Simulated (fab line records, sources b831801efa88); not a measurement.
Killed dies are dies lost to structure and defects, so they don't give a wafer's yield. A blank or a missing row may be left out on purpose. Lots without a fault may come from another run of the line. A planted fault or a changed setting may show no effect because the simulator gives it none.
Which tool did it? | flow sky130 | 12 lots, 36 wafers sampled, at 2 steps of a route of 708

WHAT THE GAUGES READ, wafer by wafer
SKY_VIA3_CD_MEAS_12: target cd 200 nm.
lot  | measured     | on        | cd_nm (nm)
L713 | day 39 09:58 | cd_sem-01 | 202.1 202.7 202.5
L716 | day 40 07:53 | cd_sem-01 | 200.7 201.0 201.3
L717 | day 40 18:04 | cd_sem-01 | 200.3 200.2 201.5
L719 | day 41 07:38 | cd_sem-01 | 202.5 200.6 201.3
L720 | day 41 18:55 | cd_sem-01 | 198.3 198.8 199.4
L721 | day 42 13:01 | cd_sem-01 | 198.3 199.0 199.2
L724 | day 43 01:31 | cd_sem-02 | 198.7 197.4 198.0
L723 | day 43 02:53 | cd_sem-02 | 199.4 200.0 198.9
L725 | day 43 12:14 | cd_sem-01 | 199.1 198.6 197.7
L733 | day 45 03:33 | cd_sem-01 | 197.8 198.1 197.2
L734 | day 45 10:32 | cd_sem-02 | 202.6 201.8 202.2
L735 | day 45 17:55 | cd_sem-02 | 199.0 198.4 200.4

WHICH TOOL RAN EACH LOT (tool, then ch and the chambers of the sampled wafers, then the start)
lot  | SKY_METAL3_SPUTTER_04
L713 | pvd_sputter-02, day 36 03:29
L716 | pvd_sputter-02, day 37 03:13
L717 | pvd_sputter-04, day 37 13:29
L719 | pvd_sputter-02, day 38 04:35
L720 | pvd_sputter-02, day 38 15:23
L721 | pvd_sputter-02, day 39 11:57
L724 | pvd_sputter-02, day 39 23:58
L723 | pvd_sputter-02, day 40 01:39
L725 | pvd_sputter-04, day 40 09:42
L733 | pvd_sputter-02, day 42 05:58
L734 | pvd_sputter-03, day 42 13:10
L735 | pvd_sputter-03, day 42 20:36
- SKY_METAL3_SPUTTER_04: material TiN, target thk 70 nm, time 58.3 s.

WHAT THE TOOLS THEMSELVES READ (means of the sampled wafers that have a number; where no wafer has one, the mark that the record gives instead)
SKY_METAL3_SPUTTER_04.
lot  | tool           | throttle_valve_pct (%)
L713 | pvd_sputter-02 | 30.3
L716 | pvd_sputter-02 | 30.3
L717 | pvd_sputter-04 | 30.0
L719 | pvd_sputter-02 | 30.8
L720 | pvd_sputter-02 | 30.6
L721 | pvd_sputter-02 | 30.8
L724 | pvd_sputter-02 | 30.7
L723 | pvd_sputter-02 | 30.6
L725 | pvd_sputter-04 | 29.8
L733 | pvd_sputter-02 | 30.1
L734 | pvd_sputter-03 | 29.6
L735 | pvd_sputter-03 | 30.7

THE ANSWER, worked out from the rows above alone
Rule: what is usual is taken from the lots themselves. Put in order of their means at a reading, lots are off if they are a third of the lots or fewer, leave a main group of 4 or more, and stand apart from it by a gap of 3 or more times the standard deviation of the main group's means; of several such gaps the widest counts. A main group whose means are all the same, to the digits that the tables above print for the reading, isn't used. A lot without any number at a reading at which 4 lots or more have one is off too. The other lots that the step has rows for count as sound. The gauges are gone through in route order, then the tools' own readings, and for those a lot's mean is taken as printed above. The first step at which some lot is off is used, and at that step the reading that is off furthest; a lot without a number counts as furthest.
No lot is off at any reading shown: from this, nothing can be told.

WHAT THE SIMULATOR HAD PUT IN
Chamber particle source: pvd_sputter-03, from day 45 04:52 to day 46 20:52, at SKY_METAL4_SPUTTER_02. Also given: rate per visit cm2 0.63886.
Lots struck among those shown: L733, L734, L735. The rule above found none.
